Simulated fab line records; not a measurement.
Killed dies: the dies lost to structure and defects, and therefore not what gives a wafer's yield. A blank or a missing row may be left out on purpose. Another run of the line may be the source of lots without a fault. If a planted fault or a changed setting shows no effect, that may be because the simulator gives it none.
fab line records	flow sky130
record: lots: 5	wafers: 23
route steps=708 shown SONOS_ONO@168 POLY_GATE@213 RES_PROTECT@214 LDD_N@239 LDD_P@261 LDD_HVP@286 LDD_LDN@291
startH: hours from the record's opening day to when the first of the lot's shown wafers began	waitH: how many hours have passed since the lot's step before this one	" unchanged from the row above	L1.1+2: several wafers, shown together as one row	- no value, or no start given	* or withheld: withheld	< > ~ a bound
route shown NAME@n: names a module that has steps shown in the file, with the first one's number in the route	usual: mean and standard deviation over wafers with no fault	same: alike in all rows	chamber/n: place in a boat	sites: the reading at each site	_std_site: how widely they spread, as a standard deviation	_edge_site: the outer-site mean with the inner-site mean subtracted	radiusMm: for every site, how far away it sits from the centre of the wafer	mask NAME#n: copy n	behind: the most recent tool/chamber to have shaped the wafer	hold: why the lot went on hold/how many hours it stayed there/how the hold came to an end	device: whichever transistor did not switch (one of n, p or np)	end of line: the tests these same wafers got at the end of their route	for a step that has no rows: nothing shown but its recipe	killed: not the wafer's yield, but the dies lost to structure and defects at the first sort	map: per-die view of a wafer (x killed, . not killed, _ where there is no die)
set.NAME: setting as actually run; set.NAME@STEP: the setting as run at that earlier step	model.NAME: the simulator's own value behind a step, which no gauge read
one table per step and one row per wafer, for lots whose settings were changed on purpose
== steps ==
step: SKY_SONOS_ONO_OXIDATION_00
recipe: tempC: 800	ambient: O2	idleTempC: 700	rampUpCPerMin: 10	rampDownCPerMin: 3	stabiliseS: 600	purgeS: 300	targetThkA: 26	oxTimeS: 1249
lot.wafer	tool	chamber	startH	waitH	set.oxTimeS	model.SiO2_of_SONOS_ONO_OXIDATION_00.thkNm
L074.1	-	-	-	5.1	1387	2.684
L074.2	"	-	"	"	1387	2.728
L074.3	"	-	"	"	1387	2.713
L074.4	"	-	"	"	1387	2.683
L074.6	"	-	"	"	1387	2.692
L077.1+4	-	-	-	0.5	1417	2.921
L077.2	"	-	"	"	1417	2.901
L077.5	"	-	"	"	1417	2.858
L077.6	"	-	"	"	1417	2.918
L081.1	-	-	-	0.1	1158	2.435
L081.2	"	-	"	"	1158	2.452
L081.3	"	-	"	"	1158	2.457
L081.4	"	-	"	"	1158	2.444
L081.5	"	-	"	"	1158	2.454
L084.2	-	-	-	0.0	1249	2.575
L084.3	"	-	"	"	1249	2.584
L084.4	"	-	"	"	1249	2.583
L084.5	"	-	"	"	1249	2.588
L084.6	"	-	"	"	1249	2.608
L085.1	furnace-01	0	336.63	0.8	1249	2.6
L085.3	"	0	"	"	1249	2.579
L085.6	"	0	"	"	1249	2.61
step: SKY_SONOS_ONO_COAT_08
recipe: resist: NOVOLAK	spinRpm: 3000	resistThkNm: 1140
lot.wafer	tool	chamber	startH	waitH	set.resistThkNm	model.NOVOLAK_of_SONOS_ONO_COAT_08.thkNm
L074.1	lithoTrack-02	0	288.03	0.1	1180	1178
L074.2	"	0	"	"	1180	1176
L074.3	"	0	"	"	1140	1137
L074.4	"	0	"	"	1140	1138
L074.6	"	0	"	"	1140	1140
L077.1	lithoTrack-02	0	294.83	0.1	1140	1140
L077.2	"	0	"	"	1140	1137
L077.4	"	0	"	"	1140	1138
L077.5	"	0	"	"	1197	1197
L077.6	"	0	"	"	1197	1193
L081.1	lithoTrack-02	0	329.73	0.1	1140	1139
L081.2+4	"	0	"	"	1140	1143
L081.3	"	0	"	"	1140	1141
L081.5	"	0	"	"	1140	1140
L084.2	lithoTrack-01	0	442.50	0.1	1140	1142
L084.3+4	"	0	"	"	1140	1143
L084.5	"	0	"	"	1140	1141
L084.6	"	0	"	"	1140	1140
L085.1+6	lithoTrack-01	0	443.67	0.1	1140	1142
L085.3	"	0	"	"	1140	1143
step: SKY_SONOS_ONO_ETCH_15
recipe: targetDepthNm: 19.52	chemistry: CHF3/O2	sourceW: 600	biasW: 200	pressureMtorr: 40	chf3FlowSccm: 50	O2_flow_sccm: 5	timeS: 7.8
lot.wafer	tool	chamber	startH	waitH	set.sourceW
L074.1+2+3+4+6	rieDiel-04	2,3,1,0,1	301.18	0.0	600
L077.1+4	rieDiel-03	2,1	307.56	0.0	540.3
L077.2+5+6	"	1,3,2	"	"	600
L081.1+2+4	rieDiel-01	1,0,3	342.93	0.0	600
L081.3+5	"	2,3	"	"	577.9
L084.2+3+4+5+6	rieDiel-03	1,3,2,3,0	460.41	0.0	600
L085.1+3+6	rieDiel-03	2,1,1	460.81	0.0	600
step: SKY_SONOS_ONO_WET_ETCH_16
recipe: chemistry: dHF	targetDepthNm: 14	dry: n2Spin	target: SiO2	dilution: 100:1	tempC: 25	timeS: 280
step: SKY_SONOS_ONO_STRIP_17
recipe: chemistry: O2/N2	powerW: 1400	pressureMtorr: 1500	platenTempC: withheld	o2FlowSccm: 3000	n2FlowSccm: 300	overashFraction: 0.5
usual: stripTimeToEndpointS: 14.092/0.028
lot.wafer	tool	chamber	startH	waitH	set.resistThkNm@SONOS_ONO_COAT_08	stripTimeToEndpointS
L074.1	plasmaAsher-04	0	301.29	0.0	1180	14.513
L074.2	"	1	"	"	1180	14.487
L074.3	"	0	"	"	1140	14.078
L074.4	"	1	"	"	1140	14.059
L074.6	"	0	"	"	1140	14.083
L077.1	plasmaAsher-03	0	307.67	0.0	1140	14.086
L077.2	"	1	"	"	1140	14.063
L077.4	"	0	"	"	1140	14.074
L077.5	"	0	"	"	1197	14.737
L077.6	"	1	"	"	1197	14.668
L081.1	plasmaAsher-04	1	343.14	0.0	1140	14.063
L081.2	"	0	"	"	1140	14.109
L081.3	"	0	"	"	1140	14.107
L081.4	"	1	"	"	1140	14.126
L081.5	"	0	"	"	1140	14.093
L084.2	plasmaAsher-04	1	460.52	0.0	1140	14.115
L084.3	"	1	"	"	1140	14.135
L084.4	"	0	"	"	1140	14.133
L084.5	"	0	"	"	1140	14.099
L084.6	"	1	"	"	1140	14.103
L085.1	plasmaAsher-04	0	460.93	0.0	1140	14.105
L085.3	"	1	"	"	1140	14.119
L085.6	"	0	"	"	1140	14.113
step: SKY_POLY_GATE_IMPLANT_02
recipe: species: P	energyKev: 30	doseCm2: 7.7e+15	tiltDeg: 0
lot.wafer	tool	chamber	startH	waitH	set.energyKev	model.implant.rpNm	model.implant.drpNm
L074.1+4	implanter-03	0	359.57	0.1	30	36.06	16.6
L074.2+3+6	"	0	"	"	30.65	36.8	16.9
L077.1+2+6	implanter-04	0	365.49	0.1	30	36.9	16.6
L077.4+5	"	0	"	"	31.35	38.47	17.23
L081.1+5	implanter-03	0	394.03	0.1	31.68	38.86	17.38
L081.2+3+4	"	0	"	"	30	36.9	16.6
L084.2+3+4+5+6	implanter-04	0	523.45	0.1	30	37.19	16.6
L085.1+3+6	implanter-02	0	523.54	0.1	30	36.28	16.6
step: SKY_RES_PROTECT_STRIP_07
recipe: chemistry: O2/N2	powerW: 1400	pressureMtorr: 1500	platenTempC: withheld	o2FlowSccm: 3000	n2FlowSccm: 300	overashFraction: 0.5
usual: stripTimeToEndpointS: 23.29/0.036
lot.wafer	tool	chamber	startH	waitH	set.energyKev@POLY_GATE_IMPLANT_02	stripTimeToEndpointS
L074.1	plasmaAsher-02	0	359.72	0.1	30	23.30
L074.2	"	1	"	"	30.65	23.49
L074.3	"	0	"	"	30.65	23.48
L074.4	"	1	"	"	30	23.30
L074.6	"	0	"	"	30.65	23.45
L077.1	plasmaAsher-02	1	365.64	0.1	30	23.28
L077.2	"	0	"	"	30	23.32
L077.4	"	1	"	"	31.35	23.68
L077.5	"	1	"	"	31.35	23.71
L077.6	"	0	"	"	30	23.30
L081.1	plasmaAsher-04	1	394.18	0.1	31.68	23.83
L081.2	"	0	"	"	30	23.29
L081.3	"	1	"	"	30	23.34
L081.4	"	0	"	"	30	23.27
L081.5	"	0	"	"	31.68	23.80
L084.2	plasmaAsher-01	1	523.57	0.1	30	23.31
L084.3	"	0	"	"	30	23.25
L084.4	"	1	"	"	30	23.27
L084.5	"	1	"	"	30	23.25
L084.6	"	0	"	"	30	23.24
L085.1	plasmaAsher-04	1	523.69	0.1	30	23.28
L085.3	"	1	"	"	30	23.29
L085.6	"	1	"	"	30	23.30
step: SKY_RES_PROTECT_TW_MEAS_08
usual: POLY_GATE_TW: 3996/24
lot.wafer	tool	chamber	startH	waitH	set.energyKev@POLY_GATE_IMPLANT_02	POLY_GATE_TW
L074.1	filmMetro-02	-	359.82	0.1	30	3968
L074.2	"	-	"	"	30.65	4017
L074.3	"	-	"	"	30.65	3997
L074.4	"	-	"	"	30	4004
L074.6	"	-	"	"	30.65	4028
L077.1	filmMetro-04	-	365.74	0.1	30	4017
L077.2	"	-	"	"	30	4018
L077.4	"	-	"	"	31.35	4049
L077.5	"	-	"	"	31.35	4078
L077.6	"	-	"	"	30	3998
L081.1	filmMetro-04	-	394.28	0.1	31.68	4095
L081.2	"	-	"	"	30	4031
L081.3	"	-	"	"	30	4028
L081.4	"	-	"	"	30	4007
L081.5	"	-	"	"	31.68	4087
L084.2	filmMetro-01	-	523.68	0.1	30	4022
L084.3	"	-	"	"	30	4007
L084.4	"	-	"	"	30	3990
L084.5	"	-	"	"	30	3993
L084.6	"	-	"	"	30	3991
L085.1	filmMetro-04	-	523.79	0.1	30	3996
L085.3	"	-	"	"	30	4029
L085.6	"	-	"	"	30	4001
step: SKY_LDD_N_COAT_02
recipe: resist: NOVOLAK	spinRpm: 3000	resistThkNm: 300
lot.wafer	tool	chamber	startH	waitH	set.resistThkNm	model.NOVOLAK_of_LDD_N_COAT_02.thkNm
L074.1	lithoTrack-02	0	481.88	0.1	300	301.4
L074.2	"	0	"	"	300	301.3
L074.3	"	0	"	"	304.9	306
L074.4	"	0	"	"	304.9	307
L074.6	"	0	"	"	300	302
L077.1	lithoTrack-02	0	483.08	0.1	300	301.5
L077.2	"	0	"	"	300	301.6
L077.4	"	0	"	"	300	301.2
L077.5	"	0	"	"	300	300.9
L077.6	"	0	"	"	300	301.1
L081.1	lithoTrack-01	0	483.32	0.1	300	300.8
L081.2	"	0	"	"	300	300.1
L081.3	"	0	"	"	300	299.9
L081.4	"	0	"	"	300	299.3
L081.5	"	0	"	"	300	301
L084.2	lithoTrack-01	0	569.75	0.1	310.1	311.2
L084.3	"	0	"	"	300	301.8
L084.4	"	0	"	"	300	301.1
L084.5	"	0	"	"	300	300.3
L084.6	"	0	"	"	310.1	311.4
L085.1	lithoTrack-04	0	571.11	0.1	300	298.4
L085.3	"	0	"	"	300	300.3
L085.6	"	0	"	"	300	299.6
step: SKY_LDD_N_SOFTBAKE_03
recipe: tempC: 90	timeS: 60	resist: NOVOLAK
step: SKY_LDD_N_EXPOSE_04
recipe: maskId: NTM	targetCdNm: 840	na: 0.6	sourceShape: conventional	sigmaOuter: 0.6	doseMj: 110
step: SKY_LDD_N_IMPLANT_14
recipe: species: BF2	energyKev: 50	doseCm2: 5e+12	tiltDeg: 30	rotationDeg: 180
step: SKY_LDD_N_IMPLANT_15
recipe: species: BF2	energyKev: 50	doseCm2: 5e+12	tiltDeg: 30	rotationDeg: 270
step: SKY_LDD_N_STRIP_16
recipe: chemistry: O2/N2	powerW: 1400	pressureMtorr: 1500	platenTempC: withheld	o2FlowSccm: 3000	n2FlowSccm: 300	overashFraction: 0.5
usual: stripTimeToEndpointS: 4.322/0.017
lot.wafer	tool	chamber	startH	waitH	set.resistThkNm@LDD_N_COAT_02	stripTimeToEndpointS
L074.1	plasmaAsher-04	1	498.12	0.1	300	4.329
L074.2	"	0	"	"	300	4.343
L074.3	"	1	"	"	304.9	4.396
L074.4	"	0	"	"	304.9	4.405
L074.6	"	1	"	"	300	4.350
L077.1	plasmaAsher-03	0	500.52	0.1	300	4.342
L077.2	"	1	"	"	300	4.339
L077.4	"	1	"	"	300	4.333
L077.5	"	1	"	"	300	4.328
L077.6	"	0	"	"	300	4.338
L081.1	plasmaAsher-01	0	501.72	0.1	300	4.336
L081.2	"	1	"	"	300	4.319
L081.3	"	1	"	"	300	4.327
L081.4	"	0	"	"	300	4.305
L081.5	"	0	"	"	300	4.321
L084.2	plasmaAsher-01	1	586.36	0.1	310.1	4.456
L084.3	"	1	"	"	300	4.346
L084.4	"	0	"	"	300	4.329
L084.5	"	0	"	"	300	4.300
L084.6	"	1	"	"	310.1	4.477
L085.1	plasmaAsher-03	1	587.76	0.1	300	4.287
L085.3	"	0	"	"	300	4.317
L085.6	"	1	"	"	300	4.308
step: SKY_LDD_P_DEVELOP_06
recipe: resist: NOVOLAK	developer: TMAH	developTimeS: 60	devTempC: 23
lot.wafer	tool	chamber	startH	waitH	set.devTempC
L074.1+2	lithoTrack-03	0	526.34	0.1	19.43
L074.3+4+6	"	0	"	"	23
L077.1+4	lithoTrack-02	0	528.53	0.1	23
L077.2+5+6	"	0	"	"	24.01
L081.1+2+3	lithoTrack-03	0	530.54	0.1	21.33
L081.4+5	"	0	"	"	23
L084.2+3+6	lithoTrack-02	0	613.35	0.1	23
L084.4+5	"	0	"	"	21.74
L085.1+3+6	lithoTrack-04	0	615.91	0.1	23
step: SKY_LDD_P_CD_MEAS_07
recipe: targetCdNm: 380
usual: cdNm: 380/3.3
lot.wafer	tool	chamber	startH	waitH	set.devTempC@LDD_P_DEVELOP_06	cdNm
L074.1	cdSem-02	-	526.49	0.1	19.43	390
L074.2	"	-	"	"	19.43	386
L074.3	"	-	"	"	23	377
L074.4	"	-	"	"	23	381
L074.6	"	-	"	"	23	377
L077.1	cdSem-02	-	528.68	0.1	23	382
L077.2	"	-	"	"	24.01	378
L077.4	"	-	"	"	23	378
L077.5	"	-	"	"	24.01	377
L077.6	"	-	"	"	24.01	376
L081.1	cdSem-01	-	530.69	0.1	21.33	386
L081.2	"	-	"	"	21.33	383
L081.3	"	-	"	"	21.33	386
L081.4	"	-	"	"	23	378
L081.5	"	-	"	"	23	378
L084.2	cdSem-01	-	613.49	0.1	23	376
L084.3	"	-	"	"	23	374
L084.4	"	-	"	"	21.74	380
L084.5	"	-	"	"	21.74	379
L084.6	"	-	"	"	23	377
L085.1	cdSem-02	-	616.06	0.1	23	381
L085.3	"	-	"	"	23	381
L085.6	"	-	"	"	23	383
step: SKY_LDD_P_IMPLANT_09
recipe: species: BF2	energyKev: 25	doseCm2: 1e+13	tiltDeg: withheld
lot.wafer	tool	chamber	startH	waitH	set.doseCm2
L074.1+3+4	implanter-03	0	526.64	0.0	1e+13
L074.2+6	"	0	"	"	9.566e+12
L077.1+2+4+5+6	implanter-03	0	528.83	0.0	1e+13
L081.1+3	implanter-02	0	530.84	0.0	9.407e+12
L081.2+4+5	"	0	"	"	1e+13
L084.2+3+4+5+6	implanter-03	0	613.66	0.0	1e+13
L085.1+3+6	implanter-01	0	616.25	0.0	1e+13
step: SKY_LDD_P_STRIP_10
recipe: chemistry: O2/N2	powerW: 1400	pressureMtorr: 1500	platenTempC: withheld	o2FlowSccm: 3000	n2FlowSccm: 300	overashFraction: 0.5
step: SKY_LDD_P_TW_MEAS_11
usual: LDD_P_TW: 631/3.1
lot.wafer	tool	chamber	startH	waitH	set.doseCm2@LDD_P_IMPLANT_09	LDD_P_TW
L074.1	filmMetro-02	-	526.89	0.1	1e+13	626
L074.2	"	-	"	"	9.566e+12	623
L074.3	"	-	"	"	1e+13	632
L074.4	"	-	"	"	1e+13	628
L074.6	"	-	"	"	9.566e+12	621
L077.1	filmMetro-03	-	529.08	0.1	1e+13	635
L077.2	"	-	"	"	1e+13	639
L077.4	"	-	"	"	1e+13	638
L077.5	"	-	"	"	1e+13	637
L077.6	"	-	"	"	1e+13	640
L081.1	filmMetro-02	-	531.09	0.1	9.407e+12	616
L081.2	"	-	"	"	1e+13	632
L081.3	"	-	"	"	9.407e+12	617
L081.4	"	-	"	"	1e+13	632
L081.5	"	-	"	"	1e+13	630
L084.2	filmMetro-04	-	613.89	0.1	1e+13	633
L084.3	"	-	"	"	1e+13	628
L084.4	"	-	"	"	1e+13	628
L084.5	"	-	"	"	1e+13	633
L084.6	"	-	"	"	1e+13	630
L085.1	filmMetro-04	-	616.50	0.1	1e+13	634
L085.3	"	-	"	"	1e+13	634
L085.6	"	-	"	"	1e+13	632
step: SKY_LDD_HVP_IMPLANT_08
recipe: species: B	energyKev: 20	doseCm2: 1.7e+13	tiltDeg: 17.9
lot.wafer	tool	chamber	startH	waitH	set.doseCm2
L074.1+2+6	implanter-04	0	585.64	0.0	1.764e+13
L074.3+4	"	0	"	"	1.7e+13
L077.1+2+5	implanter-03	0	587.81	0.0	1.7e+13
L077.4+6	"	0	"	"	1.582e+13
L081.1+2+3+4+5	implanter-03	0	589.36	0.0	1.7e+13
L084.2+5	implanter-04	0	670.28	0.0	1.7e+13
L084.3+4+6	"	0	"	"	1.756e+13
L085.1+3+6	implanter-03	0	671.67	0.0	1.7e+13
step: SKY_LDD_HVP_STRIP_09
recipe: chemistry: O2/N2	powerW: 1400	pressureMtorr: 1500	platenTempC: withheld	o2FlowSccm: 3000	n2FlowSccm: 300	overashFraction: 0.5
step: SKY_LDD_HVP_TW_MEAS_10
usual: LDD_HVP_TW: 455.2/2.6
lot.wafer	tool	chamber	startH	waitH	set.doseCm2@LDD_HVP_IMPLANT_08	LDD_HVP_TW
L074.1	filmMetro-02	-	585.89	0.1	1.764e+13	457.6
L074.2	"	-	"	"	1.764e+13	463.2
L074.3	"	-	"	"	1.7e+13	455.5
L074.4	"	-	"	"	1.7e+13	457.3
L074.6	"	-	"	"	1.764e+13	460.2
L077.1	filmMetro-01	-	588.06	0.1	1.7e+13	456.8
L077.2	"	-	"	"	1.7e+13	457.4
L077.4	"	-	"	"	1.582e+13	448.2
L077.5	"	-	"	"	1.7e+13	456.1
L077.6	"	-	"	"	1.582e+13	446.9
L081.1	filmMetro-01	-	589.61	0.1	1.7e+13	454.5
L081.2	"	-	"	"	1.7e+13	456.1
L081.3	"	-	"	"	1.7e+13	454.0
L081.4	"	-	"	"	1.7e+13	455.4
L081.5	"	-	"	"	1.7e+13	457.0
L084.2	filmMetro-01	-	670.52	0.1	1.7e+13	461.4
L084.3	"	-	"	"	1.756e+13	463.8
L084.4	"	-	"	"	1.756e+13	464.3
L084.5	"	-	"	"	1.7e+13	455.8
L084.6	"	-	"	"	1.756e+13	465.8
L085.1	filmMetro-04	-	671.92	0.1	1.7e+13	453.7
L085.3	"	-	"	"	1.7e+13	454.9
L085.6	"	-	"	"	1.7e+13	454.4
step: SKY_LDD_LDN_COAT_02
recipe: resist: NOVOLAK	spinRpm: 3000	resistThkNm: 1140
lot.wafer	tool	chamber	startH	waitH	set.spinRpm	model.NOVOLAK_of_LDD_LDN_COAT_02.thkNm
L074.1	lithoTrack-01	0	599.57	0.1	3000	1135
L074.2	"	0	"	"	2881	1163
L074.3	"	0	"	"	3000	1139
L074.4	"	0	"	"	2881	1162
L074.6	"	0	"	"	3000	1136
L077.1+4	lithoTrack-02	0	601.77	0.1	3160	1113
L077.2	"	0	"	"	3160	1114
L077.5	"	0	"	"	3000	1144
L077.6	"	0	"	"	3000	1145
L081.1	lithoTrack-04	0	604.20	0.1	3000	1138
L081.2	"	0	"	"	3000	1139
L081.3	"	0	"	"	3000	1141
L081.4	"	0	"	"	3000	1143
L081.5	"	0	"	"	3000	1140
L084.2	lithoTrack-04	0	683.73	0.1	3110	1127
L084.3+6	"	0	"	"	3000	1143
L084.4	"	0	"	"	3110	1126
L084.5	"	0	"	"	3000	1145
L085.1+3	lithoTrack-02	0	685.23	0.1	3000	1139
L085.6	"	0	"	"	3000	1140
step: SKY_LDD_LDN_DEVELOP_06
recipe: resist: NOVOLAK	developer: TMAH	developTimeS: 60	devTempC: 23
lot.wafer	tool	chamber	startH	waitH	set.developTimeS
L074.1+2+4	lithoTrack-04	0	613.05	0.1	60
L074.3+6	"	0	"	"	64.62
L077.1+2+4+5+6	lithoTrack-02	0	616.02	0.1	60
L081.1+2+3+4+5	lithoTrack-04	0	617.15	0.1	60
L084.2+3	lithoTrack-01	0	698.00	0.1	52.02
L084.4+5+6	"	0	"	"	60
L085.1+3+6	lithoTrack-01	0	698.87	0.1	60
step: SKY_LDD_LDN_IMPLANT_08
recipe: species: As	energyKev: 15	doseCm2: 1.25e+13	tiltDeg: withheld	rotationDeg: 23
step: SKY_LDD_LDN_IMPLANT_10
recipe: species: As	energyKev: 15	doseCm2: 1.25e+13	tiltDeg: withheld	rotationDeg: 203
step: SKY_LDD_LDN_IMPLANT_11
recipe: species: As	energyKev: 15	doseCm2: 1.25e+13	tiltDeg: withheld	rotationDeg: 293
step: SKY_LDD_LDN_STRIP_12
recipe: chemistry: O2/N2	powerW: 1400	pressureMtorr: 1500	platenTempC: withheld	o2FlowSccm: 3000	n2FlowSccm: 300	overashFraction: 0.5
usual: stripTimeToEndpointS: 14.16/0.042
lot.wafer	tool	chamber	startH	waitH	set.spinRpm@LDD_LDN_COAT_02	stripTimeToEndpointS
L074.1	plasmaAsher-01	0	613.86	0.1	3000	14.12
L074.2	"	1	"	"	2881	14.41
L074.3	"	0	"	"	3000	14.16
L074.4	"	1	"	"	2881	14.42
L074.6	"	1	"	"	3000	14.13
L077.1	plasmaAsher-03	0	616.81	0.1	3160	13.86
L077.2	"	1	"	"	3160	13.88
L077.4	"	0	"	"	3160	13.87
L077.5	"	1	"	"	3000	14.21
L077.6	"	0	"	"	3000	14.24
L081.1	plasmaAsher-04	0	617.94	0.1	3000	14.15
L081.2	"	1	"	"	3000	14.16
L081.3	"	0	"	"	3000	14.18
L081.4	"	1	"	"	3000	14.22
L081.5	"	1	"	"	3000	14.17
L084.2	plasmaAsher-03	0	698.76	0.1	3110	14.03
L084.3	"	1	"	"	3000	14.21
L084.4	"	0	"	"	3110	14.01
L084.5	"	0	"	"	3000	14.24
L084.6	"	1	"	"	3000	14.21
L085.1	plasmaAsher-01	0	699.66	0.1	3000	14.17
L085.3	"	0	"	"	3000	14.17
L085.6	"	1	"	"	3000	14.17
== key ==
split: step: SKY_SONOS_ONO_OXIDATION_00	setting: oxTimeS	stated: 1249	by: lot
response: step: SKY_SONOS_ONO_OXIDATION_00	reading: model.SiO2_of_SONOS_ONO_OXIDATION_00.thkNm	change: +0.0185	per: 1%	r: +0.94
split: step: SKY_SONOS_ONO_COAT_08	setting: resistThkNm	stated: 1140	by: wafer
response: step: SKY_SONOS_ONO_COAT_08	reading: model.NOVOLAK_of_SONOS_ONO_COAT_08.thkNm	change: +11.2	per: 1%	r: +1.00
response: step: SKY_SONOS_ONO_STRIP_17	reading: stripTimeToEndpointS	change: *	per: 1%	r: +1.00
split: step: SKY_SONOS_ONO_ETCH_15	setting: sourceW	stated: 600	by: wafer
response none clear
split: step: SKY_POLY_GATE_IMPLANT_02	setting: energyKev	stated: 30	by: wafer
response: step: SKY_POLY_GATE_IMPLANT_02	reading: model.implant.rpNm	change: +0.35	per: 1%	r: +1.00
response: step: SKY_POLY_GATE_IMPLANT_02	reading: model.implant.drpNm	change: +0.139	per: 1%	r: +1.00
response: step: SKY_RES_PROTECT_STRIP_07	reading: stripTimeToEndpointS	change: *	per: 1%	r: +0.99
response: step: SKY_RES_PROTECT_TW_MEAS_08	reading: POLY_GATE_TW	change: +12.1	per: 1%	r: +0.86
split: step: SKY_LDD_N_COAT_02	setting: resistThkNm	stated: 300	by: wafer
response: step: SKY_LDD_N_COAT_02	reading: model.NOVOLAK_of_LDD_N_COAT_02.thkNm	change: +3.03	per: 1%	r: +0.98
response: step: SKY_LDD_N_STRIP_16	reading: stripTimeToEndpointS	change: *	per: 1%	r: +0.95
split: step: SKY_LDD_P_DEVELOP_06	setting: devTempC	stated: 23	by: wafer
response: step: SKY_LDD_P_CD_MEAS_07	reading: cdNm	change: -0.695	per: 1%	r: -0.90
split: step: SKY_LDD_P_IMPLANT_09	setting: doseCm2	stated: 1e+13	by: wafer
response: step: SKY_LDD_P_TW_MEAS_11	reading: LDD_P_TW	change: +2.21	per: 1%	r: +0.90
split: step: SKY_LDD_HVP_IMPLANT_08	setting: doseCm2	stated: 1.7e+13	by: wafer
response: step: SKY_LDD_HVP_TW_MEAS_10	reading: LDD_HVP_TW	change: +1.35	per: 1%	r: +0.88
split: step: SKY_LDD_LDN_COAT_02	setting: spinRpm	stated: 3000	by: wafer
response: step: SKY_LDD_LDN_COAT_02	reading: model.NOVOLAK_of_LDD_LDN_COAT_02.thkNm	change: -5.8	per: 1%	r: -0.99
response: step: SKY_LDD_LDN_STRIP_12	reading: stripTimeToEndpointS	change: *	per: 1%	r: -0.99
split: step: SKY_LDD_LDN_DEVELOP_06	setting: developTimeS	stated: 60	by: wafer
response none clear
